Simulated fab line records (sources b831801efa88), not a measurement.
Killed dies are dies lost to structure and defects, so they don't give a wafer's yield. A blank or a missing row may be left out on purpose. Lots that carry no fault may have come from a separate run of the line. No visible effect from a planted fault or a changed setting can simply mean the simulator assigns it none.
One fault through the eyes of 2 desks || flow sky130 || only its own numbers are on each desk; what lay behind them is given at the end

## AT THE METROLOGY DESK
Lot by lot, what the gauges showed, no matter which tool ran the lot: averages of those sampled wafers that carry a number. Any lot whose mean is over 4 standard deviations away from the usual mean is out of limits and marked OUT; that distance is given in the brackets.
Columns: A = PASSIVATION_CVD_02_THK at SKY_PASSIVATION_THK_MEAS_03, usual 542 nm
{"lot": "L903", "first seen here": "day 43 21:35", "A": 536}
{"lot": "L904", "first seen here": "day 43 22:31", "A": 542}
{"lot": "L905", "first seen here": "day 44 03:55", "A": 546}
{"lot": "L906", "first seen here": "day 44 07:28", "A": 546}
{"lot": "L907", "first seen here": "day 44 22:49", "A": 536}
{"lot": "L908", "first seen here": "day 45 04:11", "A": 542}
{"lot": "L914", "first seen here": "day 46 21:01", "A": "484 (-8.6) OUT"}
{"lot": "L917", "first seen here": "day 48 01:20", "A": "505 (-5.5) OUT"}
{"lot": "L918", "first seen here": "day 48 02:05", "A": 544}
{"lot": "L919", "first seen here": "day 48 04:04", "A": 542}
{"lot": "L920", "first seen here": "day 48 07:01", "A": 547}
{"lot": "L923", "first seen here": "day 48 15:40", "A": 541}
{"lot": "L926", "first seen here": "day 49 09:20", "A": 536}
Per this desk, out of limits: L914, L917; the first was L914, day 46 21:01 (PASSIVATION_CVD_02_THK at SKY_PASSIVATION_THK_MEAS_03). L903, L904, L905, L906, L907, L908, L918, L919, L920, L923, L926: within limits.

## THE TOOL OWNER'S DESK: pecvd-04
The tool's own readings at SKY_PASSIVATION_CVD_02 (deposits Si3N4, target thk 540 nm): means of the sampled wafers that have a number, for each lot that ran on this tool. Any lot whose mean is over 4 standard deviations away from the usual mean is out of limits and marked OUT; that distance is given in the brackets.
Columns: A = heater-power-w at SKY_PASSIVATION_CVD_02, usual 668 W
{"lot": "L904", "first seen here": "day 43 22:22", "A": 588}
{"lot": "L914", "first seen here": "day 46 20:52", "A": 548}
{"lot": "L917", "first seen here": "day 48 01:06", "A": 569}
Finding of this desk: none of the 3 lots has anything out of limits.

## ALL TOGETHER
At day 46 21:01 the metrology desk could have sounded an alarm, on L914, L917.
The tool owner's desk saw nothing out of limits.
The tool owner's desk has L914, L917 on record, within its limits.
Of the lots named, all ran SKY_PASSIVATION_CVD_02 on pecvd-04.

## WHAT THE SIMULATOR PUT IN
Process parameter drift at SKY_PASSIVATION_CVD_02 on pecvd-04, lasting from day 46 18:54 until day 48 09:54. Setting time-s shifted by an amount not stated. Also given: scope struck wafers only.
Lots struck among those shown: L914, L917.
Hours from the fault's start to each desk's first reading out of limits: the metrology desk, 2.
